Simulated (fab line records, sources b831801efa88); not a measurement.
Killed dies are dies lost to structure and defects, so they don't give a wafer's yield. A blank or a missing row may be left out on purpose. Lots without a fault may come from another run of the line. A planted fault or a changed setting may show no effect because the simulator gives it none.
fab line records | flow sky130
record lots=6 wafers=18 last_day=50
route steps=708 shown SONOS_ONO@186 GATE_OXIDE@187 PAD_OPEN@708
lots that met no fault: from a run of the same line without faults
start_h: hours from the record's first day to the start of the lot's first wafer shown | wait_h: hours since the lot's step before | " the same as in the row above | L1.1+2: a row that stands for several wafers | - no value, or no start given | * or withheld: withheld | < > ~ a bound
route shown NAME@n: a module of which the file shows steps, and the number in the route of the first | usual: mean/standard deviation of fault-free wafers | same: alike in all rows | chamber/n: place in a boat | sites: the reading at each site | _std_site: their standard deviation | _edge_site: outer sites' mean less inner sites' | radius_mm: how far each site lies from the wafer's centre | mask NAME#n: copy n | behind: the tool/chamber that last shaped the wafer | hold: why the lot was held/for how many hours/how that ended | device: the transistor (n, p or np) that didn't switch | end of line: the same wafers' tests at the end of the route | a step without rows: its recipe alone | killed: dies lost to structure and defects at the first sort, not the wafer's yield | map: a wafer's dies, x killed, . not, _ none there
set.NAME: the setting as run; set.NAME@STEP: as run at that earlier step | model.NAME: the simulator's own value behind a step, which no gauge read
lots at some steps of the route; a table a step, a row a wafer
services: from which hour (start_h, from the record's first day; less than 0 if before it) a tool's chamber was out of use, for how many hours, and why
## steps
# step SKY_SONOS_ONO_WET_ETCH_18
# recipe chemistry=H3PO4 target_depth_nm=15 target=Si3N4 temp_c=160 time_s=172
# step SKY_GATE_OXIDE_CLEAN_00
# recipe chemistry=SC1/SC2 mix=1:4:20 temp_c=70 time_s=150 dry=n2_spin
# step SKY_GATE_OXIDE_OXIDATION_01
# recipe temp_c=900 ambient=O2 stabilise_s=600 purge_s=300 target_thk_a=102.68 ox_time_s=1473
# step SKY_GATE_OXIDE_THK_MEAS_02
# recipe reads=SiO2_of_GATE_OXIDE_OXIDATION_01
# usual GATE_OXIDE_OXIDATION_00_THK=10.18/0.26
# columns lot.wafer tool chamber start_h wait_h GATE_OXIDE_OXIDATION_00_THK[nm]
L663.1 film_metro-02 - 295.20 0.0 10.31
L663.5 " - " " 10.29
L663.6 " - " " 10.09
L671.1 film_metro-03 - 348.04 0.0 10.31
L671.2 " - " " 10.20
L671.3 " - " " 10.08
L681.2 film_metro-02 - 436.57 0.0 10.58
L681.3 " - " " 10.35
L681.6 " - " " 10.44
L683.2 film_metro-02 - 445.06 0.0 10.25
L683.5 " - " " 10.10
L683.6 " - " " 10.13
L684.2 film_metro-02 - 463.13 0.0 10.36
L684.4 " - " " 10.53
L684.5 " - " " 10.65
L686.1 film_metro-04 - 484.89 0.0 9.91
L686.2 " - " " 9.95
L686.5 " - " " 10.18
# step SKY_GATE_OXIDE_DEHYDRATE_03
# recipe temp_c=200 time_s=60
# step SKY_GATE_OXIDE_HMDS_04
# recipe prime_time_s=60 prime_temp_c=120
# step SKY_GATE_OXIDE_COAT_05
# recipe resist=NOVOLAK spin_rpm=3000 resist_thk_nm=1140
# step SKY_GATE_OXIDE_SOFTBAKE_06
# recipe temp_c=90 time_s=60 resist=NOVOLAK
# step SKY_GATE_OXIDE_EXPOSE_07
# recipe mask_id=LVOM na=0.6 source_shape=conventional sigma_outer=0.6 polarization=unpolarized target_cd_nm=600 dose_mj=170
# step SKY_GATE_OXIDE_PEB_08
# recipe temp_c=withheld time_s=* resist=NOVOLAK
# step SKY_GATE_OXIDE_DEVELOP_09
# recipe resist=NOVOLAK developer=TMAH develop_time_s=60 dev_temp_c=23
# step SKY_GATE_OXIDE_OVL_MEAS_10
# usual GATE_OXIDE_OVL=1.3/1.2
# columns lot.wafer tool chamber start_h wait_h GATE_OXIDE_OVL[nm]
L663.1 overlay-01 - 320.38 0.1 1.5
L663.5 " - " " -0.2
L663.6 " - " " 2.1
L671.1 overlay-02 - 375.92 0.1 0.8
L671.2 " - " " 0.8
L671.3 " - " " 1.6
L681.2 overlay-01 - 467.93 0.1 1.0
L681.3 " - " " 1.0
L681.6 " - " " 2.7
L683.2 overlay-02 - 475.93 0.1 0.6
L683.5 " - " " 1.8
L683.6 " - " " 1.2
L684.2 overlay-01 - 494.82 0.1 -0.6
L684.4 " - " " 0.3
L684.5 " - " " -0.4
L686.1 overlay-02 - 515.47 0.1 1.7
L686.2 " - " " 1.6
L686.5 " - " " 0.5
# step SKY_GATE_OXIDE_IMPLANT_11
# recipe species=B energy_kev=10 dose_cm2=2.6e+12 tilt_deg=withheld
# usual beam_energy_keV=9.9999/0.0029 beam_on_s=9.99/0.22 dose_ions_cm2=2.6007e+12/2.8e+09 faraday_current_uA=14.7/0.32
# columns lot.wafer tool chamber start_h wait_h beam_energy_keV beam_on_s dose_ions_cm2 faraday_current_uA
L663.1 implanter-01 0 320.42 0.0 9.9980 9.65 2.6028e+12 15.1
L663.5 " 0 " " 10.002 10.30 2.6052e+12 14.3
L663.6 " 0 " " 9.9999 10.09 2.6021e+12 14.5
L671.1 implanter-04 0 375.96 0.0 9.9945 10.18 2.601e+12 14.4
L671.2 " 0 " " 9.9983 9.88 2.5964e+12 14.8
L671.3 " 0 " " 10.001 9.97 2.5979e+12 14.6
L681.2 implanter-04 0 467.98 0.0 10.004 10.34 1.4993e+12 8.1
L681.3 " 0 " " 9.9982 9.45 1.5017e+12 8.9
L681.6 " 0 " " 9.9998 10.43 1.5038e+12 8.1
L683.2 implanter-04 0 475.98 0.0 10.0000 10.05 1.5022e+12 8.4
L683.5 " 0 " " 9.9983 9.70 1.5025e+12 8.7
L683.6 " 0 " " 9.9986 9.51 1.5014e+12 8.9
L684.2 implanter-02 0 494.88 0.0 9.9978 10.23 2.5973e+12 14.4
L684.4 " 0 " " 9.9993 9.88 2.5988e+12 14.9
L684.5 " 0 " " 10.001 9.83 2.6014e+12 15.0
L686.1 implanter-02 0 515.51 0.0 10.005 10.16 2.5968e+12 14.5
L686.2 " 0 " " 9.9957 9.78 2.5977e+12 14.9
L686.5 " 0 " " 9.9960 9.82 2.5953e+12 14.9
# step SKY_GATE_OXIDE_WET_ETCH_12
# recipe chemistry=dHF target_depth_nm=16.8 dry=n2_spin target=SiO2 dilution=100:1 temp_c=25 time_s=336
# step SKY_GATE_OXIDE_STRIP_13
# recipe chemistry=O2/N2 power_w=1400 pressure_mtorr=1500 platen_temp_c=withheld o2_flow_sccm=3000 n2_flow_sccm=300 overash_fraction=0.5
# usual drypump_motor_current_A=5.65/0.19 oes_product_au=0.715/0.0046 strip_time_to_endpoint_s=14.18/0.037
# columns lot.wafer tool chamber start_h wait_h drypump_motor_current_A oes_product_au rf_hours_counter_h strip_time_to_endpoint_s
L663.1 plasma_asher-03 1 320.67 0.0 5.42 0.713 65 14.17
L663.5 " 0 " " 5.85 0.711 - 14.14
L663.6 " 1 " " 5.41 0.719 - 14.15
L671.1 plasma_asher-01 1 376.23 0.0 5.71 0.717 61 14.13
L671.2 " 0 " " 5.48 0.714 61 14.07
L671.3 " 1 " " 5.73 0.712 - 14.12
L681.2 plasma_asher-03 1 468.21 0.0 5.43 0.719 80 14.19
L681.3 " 0 " " 5.85 0.713 - 14.20
L681.6 " 0 " " 5.82 0.720 - 14.17
L683.2 plasma_asher-01 0 476.22 0.0 5.49 0.714 3 14.14
L683.5 " 1 " " 5.74 0.721 - 14.15
L683.6 " 0 " " 5.47 0.712 - 14.18
L684.2 plasma_asher-04 0 495.23 0.0 5.74 0.724 66 14.22
L684.4 " 0 " " 5.75 0.725 - 14.26
L684.5 " 0 " " 5.74 0.721 - 14.21
L686.1 plasma_asher-01 1 515.76 0.0 5.72 0.721 7 14.18
L686.2 " 0 " " 5.47 0.720 7 14.16
L686.5 " 1 " " 5.75 0.725 - 14.21
# step SKY_GATE_OXIDE_TW_MEAS_14
# usual GATE_OXIDE_TW=226.2/1.8
# columns lot.wafer tool chamber start_h wait_h GATE_OXIDE_TW
L663.1 film_metro-02 - 320.77 0.1 227.0
L663.5 " - " " 228.2
L663.6 " - " " 228.3
L671.1 film_metro-02 - 376.33 0.1 228.1
L671.2 " - " " 228.3
L671.3 " - " " 227.3
L681.2 film_metro-04 - 468.32 0.1 193.2
L681.3 " - " " 193.7
L681.6 " - " " 192.3
L683.2 film_metro-02 - 476.33 0.1 196.3
L683.5 " - " " 195.5
L683.6 " - " " 196.0
L684.2 film_metro-04 - 495.34 0.1 224.7
L684.4 " - " " 224.9
L684.5 " - " " 224.0
L686.1 film_metro-03 - 515.86 0.1 223.4
L686.2 " - " " 224.4
L686.5 " - " " 223.7
# step SKY_GATE_OXIDE_CLEAN_15
# recipe chemistry=SC1/SC2 mix=1:4:20 temp_c=70 time_s=150 dry=n2_spin
# step SKY_PAD_OPEN_PROBE_99
# usual killed_at_M0_to_M3=44/7 killed_at_M4_up=3.4/1.7 killed_at_contacts=24/4.9 killed_at_front_end=15/4.5 killed_at_other=0.4/0.61 killed_dies=86/9.7 killed_open=47/7.1 killed_short=39/6.1
# same gross_dies=492 killed_at_back_side=0
# columns lot.wafer tool chamber start_h wait_h killed_at_M0_to_M3 killed_at_M4_up killed_at_contacts killed_at_front_end killed_at_other killed_dies killed_open killed_short model.etest.tip_p.rs_ohm_sq model.etest.pfet_01v8.r_on_ohm_um model.etest.nfet_01v8_lvt.drive_ua_um model.etest.nfet_01v8.drive_ua_um model.etest.nfet_01v8_turned.drive_ua_um model.etest.nfet_01v8_swapped.drive_ua_um model.etest.sram_nfet_pass.drive_ua_um model.etest.pfet_01v8_lvt.drive_ua_um
L663.1 prober-01 - 1089.36 0.1 37 5 32 11 0 85 41 44 6940 2927 555.6 486.8 490.8 489.4 490.4 175
L663.5 prober-01 - 1089.56 0.2 46 7 28 20 0 101 64 37 6852 2915 566 490.4 490.6 488.4 481.8 175.4
L663.6 prober-01 - 1089.61 0.2 40 5 29 2 0 76 43 33 6886 2964 559.4 485 489.4 489.5 478.2 174.5
L671.1 prober-02 - 1126.99 0.1 49 2 24 12 0 87 53 33 6810 2850 567.8 495.5 493.2 496.3 469 175.3
L671.2 prober-02 - 1127.04 0.1 49 3 23 10 0 85 46 38 6825 2880 556.5 489.3 488.4 489 473.7 172.1
L671.3 prober-02 - 1127.09 0.2 48 4 23 15 2 92 48 44 6841 2918 553.5 484.7 484.1 488.8 480.2 174.4
L681.2 prober-01 - 1181.53 0.1 51 2 26 21 0 100 60 39 7402 3148 679.5 598 599.2 595.2 584.1 129.2
L681.3 prober-01 - 1181.58 0.2 50 3 25 15 0 93 47 43 7374 3215 659.4 583.2 578.9 580 552.2 128.3
L681.6 prober-01 - 1181.73 0.2 34 5 29 14 0 82 49 33 7396 3153 663.5 587 586.3 591.3 564.1 129.5
L683.2 prober-02 - 1184.94 0.1 38 6 24 15 0 83 43 39 7409 3283 638.2 562.6 562.6 561.3 526.5 123
L683.5 prober-02 - 1185.09 0.2 57 2 27 27 0 113 65 48 7381 3324 632.4 558 558.1 558.8 528.1 123.4
L683.6 prober-02 - 1185.14 0.2 43 3 23 14 0 83 42 39 7420 3345 636.9 555.3 555.2 557.2 530.2 122.8
L684.2 prober-01 - 1194.93 0.1 47 2 27 17 1 94 57 37 6779 2927 571.9 502.2 506.1 503.5 478 172.4
L684.4 prober-01 - 1195.03 0.2 46 2 18 11 1 78 35 43 6764 2851 585.3 516.1 514.7 514.7 488.2 173.8
L684.5 prober-01 - 1195.08 0.2 44 5 12 13 0 74 41 33 6827 2889 577.7 510.2 510 505.7 491.1 172.7
L686.1 prober-01 - 1207.69 0.1 46 2 17 14 0 79 46 32 6956 2958 575.4 499.8 504.3 502.2 489.1 172.8
L686.2 prober-01 - 1207.74 0.1 48 5 24 14 0 91 51 39 6963 2916 572.4 503.8 508 505.5 493.5 172.4
L686.5 prober-01 - 1207.89 0.2 45 2 14 14 0 75 43 32 6954 2878 583.4 511.6 515.1 513.5 507.8 175.9
# killed by level:class
L663.1 CONTACT:geometric_particle:open=14 CONTACT:geometric_particle:short=10 VIA1:geometric_particle:open=10 VIA1:geometric_particle:short=4 VIA2:geometric_particle:open=4 METAL3:geometric_particle:short=4 FIELD_ISO:geometric_particle:short=3 POLY_GATE:geometric_particle:short=3
L663.5 CONTACT:geometric_particle:open=15 VIA3:geometric_particle:open=9 VIA1:geometric_particle:open=6 FIELD_ISO:geometric_particle:open=5 CONTACT:geometric_particle:short=5 METAL1:geometric_particle:short=5 VIA2:geometric_particle:open=5 METAL2:geometric_particle:short=4
L663.6 CONTACT:geometric_particle:open=12 VIA1:geometric_particle:open=12 LI_CONTACT:geometric_particle:open=7 METAL1:geometric_particle:short=6 VIA1:geometric_particle:short=5 METAL4:geometric_particle:short=5 CONTACT:geometric_particle:short=4 VIA2:geometric_particle:open=4
L671.1 VIA2:geometric_particle:open=13 VIA1:geometric_particle:open=10 CONTACT:geometric_particle:open=9 VIA1:geometric_particle:short=7 LI_CONTACT:geometric_particle:open=7 VIA3:geometric_particle:open=7 POLY_GATE:geometric_particle:short=5 LOCAL_INTERCONNECT:geometric_particle:short=3
L671.2 VIA1:geometric_particle:open=11 LI_CONTACT:geometric_particle:open=8 CONTACT:geometric_particle:open=8 METAL1:geometric_particle:short=7 VIA1:geometric_particle:short=7 VIA3:geometric_particle:open=5 VIA3:geometric_particle:short=5 VIA2:geometric_particle:open=4
L671.3 VIA1:geometric_particle:open=16 CONTACT:geometric_particle:open=8 LOCAL_INTERCONNECT:geometric_particle:short=6 LI_CONTACT:geometric_particle:open=5 METAL1:geometric_particle:short=5 VIA2:geometric_particle:open=5 POLY_GATE:geometric_particle:short=4 VIA3:geometric_particle:open=4
L681.2 VIA1:geometric_particle:open=20 CONTACT:geometric_particle:open=11 VIA2:geometric_particle:open=9 CONTACT:geometric_particle:short=7 METAL1:geometric_particle:short=5 POLY_GATE:geometric_particle:short=4 POLY_GATE:geometric_particle:open=4 LI_CONTACT:geometric_particle:open=4
L681.3 VIA1:geometric_particle:open=12 CONTACT:geometric_particle:open=8 LOCAL_INTERCONNECT:geometric_particle:short=5 VIA1:geometric_particle:short=5 VIA2:geometric_particle:open=5 VIA3:geometric_particle:short=5 VIA3:geometric_particle:open=5 FIELD_ISO:geometric_particle:open=4
L681.6 CONTACT:geometric_particle:open=14 CONTACT:geometric_particle:short=7 VIA3:geometric_particle:open=6 VIA2:geometric_particle:open=6 VIA1:geometric_particle:open=6 FIELD_ISO:geometric_particle:open=5 METAL1:geometric_particle:short=5 VIA1:geometric_particle:short=4
L683.2 VIA1:geometric_particle:open=13 METAL2:geometric_particle:short=7 LI_CONTACT:geometric_particle:open=6 LOCAL_INTERCONNECT:geometric_particle:short=6 CONTACT:geometric_particle:open=5 POLY_GATE:geometric_particle:short=4 POLY_GATE:geometric_particle:open=4 VIA1:geometric_particle:short=4
L683.5 VIA3:geometric_particle:open=12 CONTACT:geometric_particle:open=11 VIA1:geometric_particle:open=10 LI_CONTACT:geometric_particle:open=10 METAL2:geometric_particle:short=9 POLY_GATE:geometric_particle:short=8 POLY_GATE:geometric_particle:open=8 METAL1:geometric_particle:short=7
L683.6 CONTACT:geometric_particle:open=9 VIA1:geometric_particle:open=8 VIA2:geometric_particle:open=8 LI_CONTACT:geometric_particle:open=7 METAL1:geometric_particle:short=6 METAL2:geometric_particle:short=6 VIA1:geometric_particle:short=5 FIELD_ISO:geometric_particle:short=3
L684.2 VIA1:geometric_particle:open=15 LI_CONTACT:geometric_particle:open=10 VIA3:geometric_particle:open=9 CONTACT:geometric_particle:open=6 VIA1:geometric_particle:short=6 FIELD_ISO:geometric_particle:open=5 LOCAL_INTERCONNECT:geometric_particle:short=5 VIA2:geometric_particle:open=5
L684.4 VIA1:geometric_particle:open=11 VIA2:geometric_particle:short=9 VIA2:geometric_particle:open=7 METAL2:geometric_particle:short=6 CONTACT:geometric_particle:short=5 POLY_GATE:geometric_particle:short=4 CONTACT:geometric_particle:open=4 METAL1:geometric_particle:short=4
L684.5 VIA1:geometric_particle:open=13 VIA1:geometric_particle:short=7 VIA2:geometric_particle:open=7 CONTACT:geometric_particle:open=5 VIA3:geometric_particle:open=4 POLY_GATE:geometric_particle:open=4 METAL1:geometric_particle:short=4 METAL2:geometric_particle:short=4
L686.1 VIA1:geometric_particle:open=12 VIA3:geometric_particle:open=9 VIA2:geometric_particle:open=7 LI_CONTACT:geometric_particle:open=6 CONTACT:geometric_particle:open=5 METAL1:geometric_particle:short=5 METAL2:geometric_particle:short=5 POLY_GATE:geometric_particle:short=4
L686.2 CONTACT:geometric_particle:open=12 VIA3:geometric_particle:open=12 VIA1:geometric_particle:short=7 METAL2:geometric_particle:short=6 VIA2:geometric_particle:open=6 VIA1:geometric_particle:open=5 CONTACT:geometric_particle:short=5 POLY_GATE:geometric_particle:open=4
L686.5 VIA2:geometric_particle:open=10 VIA3:geometric_particle:open=9 VIA1:geometric_particle:open=8 CONTACT:geometric_particle:open=7 VIA2:geometric_particle:short=4 VIA3:geometric_particle:short=4 FIELD_ISO:geometric_particle:short=3 LOCAL_INTERCONNECT:geometric_particle:short=3
## services
# columns tool chamber start_h hours kind
implanter-01 - 326.69 1.7 repair
implanter-01 - 359.51 7.2 pm
implanter-04 - 387.66 5.3 pm
implanter-02 - 408.50 8.2 repair
implanter-01 - 409.69 1.7 repair
plasma_asher-01 - 421.25 9.0 pm
plasma_asher-01 0 421.25 9.0 vent_cycle
plasma_asher-01 1 421.25 9.0 vent_cycle
plasma_asher-01 0 430.25 - clean
plasma_asher-01 1 430.25 - clean
implanter-01 - 431.53 6.0 repair
implanter-01 - 433.84 0.5 repair
implanter-02 - 437.82 5.7 repair
plasma_asher-01 - 446.57 1.9 repair
plasma_asher-01 - 450.67 1.9 repair
plasma_asher-01 - 457.51 12.3 repair
implanter-02 - 465.11 9.3 repair
plasma_asher-03 - 473.34 3.1 repair
implanter-02 - 475.94 5.6 pm
implanter-04 - 492.69 3.7 repair
plasma_asher-03 - 496.19 4.5 repair
plasma_asher-01 - 507.00 1.2 repair
## key
first_sign step=SKY_GATE_OXIDE_IMPLANT_11 reading=dose_ions_cm2 direction=down sigmas=99+ usual=* struck=*
effect step=SKY_GATE_OXIDE_IMPLANT_11 reading=faraday_current_uA direction=down sigmas=20 usual=14.7 struck=8.5
effect step=SKY_GATE_OXIDE_TW_MEAS_14 reading=GATE_OXIDE_TW direction=down sigmas=17 usual=226.2 struck=194.5
model_effect step=SKY_PAD_OPEN_PROBE_99 value=etest.tip_p.rs_ohm_sq without=6852 struck=7397
met_at SKY_GATE_OXIDE_IMPLANT_11
struck_wafers L681.2,L681.3,L681.6,L683.2,L683.5,L683.6
tester_left_out L681,L683
onset_between 375.96 467.98
fault kind=process_parameter_drift tool=implanter-04 chamber=- onset_h=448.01 steps=SKY_GATE_OXIDE_IMPLANT_11 channel=dose_cm2 offset=* shape=step end_h=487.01 acts_in=* stated=*
# tester_left_out: of these lots the tester's yield and bins aren't shown, on N5 and GAA mostly nor the transistor test; their killed dies are dies lost to structure and defects alone, not to doping, threshold or leakage, so they don't give the yield
